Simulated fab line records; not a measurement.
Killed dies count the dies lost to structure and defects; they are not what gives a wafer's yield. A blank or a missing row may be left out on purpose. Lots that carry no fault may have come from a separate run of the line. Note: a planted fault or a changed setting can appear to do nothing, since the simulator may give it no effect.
Chamber matching ; flow sky130 ; SKY_CAPM_CVD_00 on pecvd-04 has 3 sister chambers
The step deposits SiO2, target thk 15.5 nm. 18 wafers are shown with their chamber, then 9 later ones without.

EACH WAFER AND ITS CHAMBER
wafer;chamber;heater-power-w (W)
L080.2;1;691
L080.3;1;688
L080.4;2;566
L081.4;2;542
L081.5;2;541
L081.6;1;772
L083.2;1;690
L083.5;2;626
L083.6;1;708
L084.3;2;604
L084.4;0;737
L084.5;1;720
L089.2;0;761
L089.4;0;750
L089.5;2;654
L091.2;0;793
L091.3;0;775
L091.4;1;776

SIGNATURES (averages over the wafers above)
reading;chamber 0;chamber 1;chamber 2;scatter within a chamber
heater-power-w;763.20;720.71;588.83;37.9
Rule: for a wafer and a chamber, the distance is found by dividing, reading by reading, the gap between the wafer's reading and the chamber's mean by the reading's scatter, squaring, summing and taking the root. The wafer belongs to the nearest chamber; if the next one is less than 2 further off, it can't be placed. The scatter: the root of (the sum of the squares of (reading less its chamber's mean) over the shown wafers, divided by (wafers less chambers)).

WAFERS MISSING THEIR CHAMBER
wafer;heater-power-w (W)
L092.3;805
L092.4;800
L092.6;817
L095.3;773
L095.5;604
L095.6;782
L097.1;622
L097.3;735
L097.6;736

WHICH CHAMBER EACH WENT THROUGH
wafer;from the rows above;in truth
L092.3;can't be placed: 0 or 1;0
L092.4;can't be placed: 0 or 1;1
L092.6;can't be placed: 0 or 1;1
L095.3;can't be placed: 0 or 1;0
L095.5;2;2
L095.6;can't be placed: 0 or 1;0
L097.1;can't be placed: 2 or 1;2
L097.3;can't be placed: 1 or 0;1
L097.6;can't be placed: 1 or 0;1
Placed correctly: 1 of 9. Not placeable from these rows: 8 (in 8, the candidates include the true chamber). Number placed wrongly: 0.
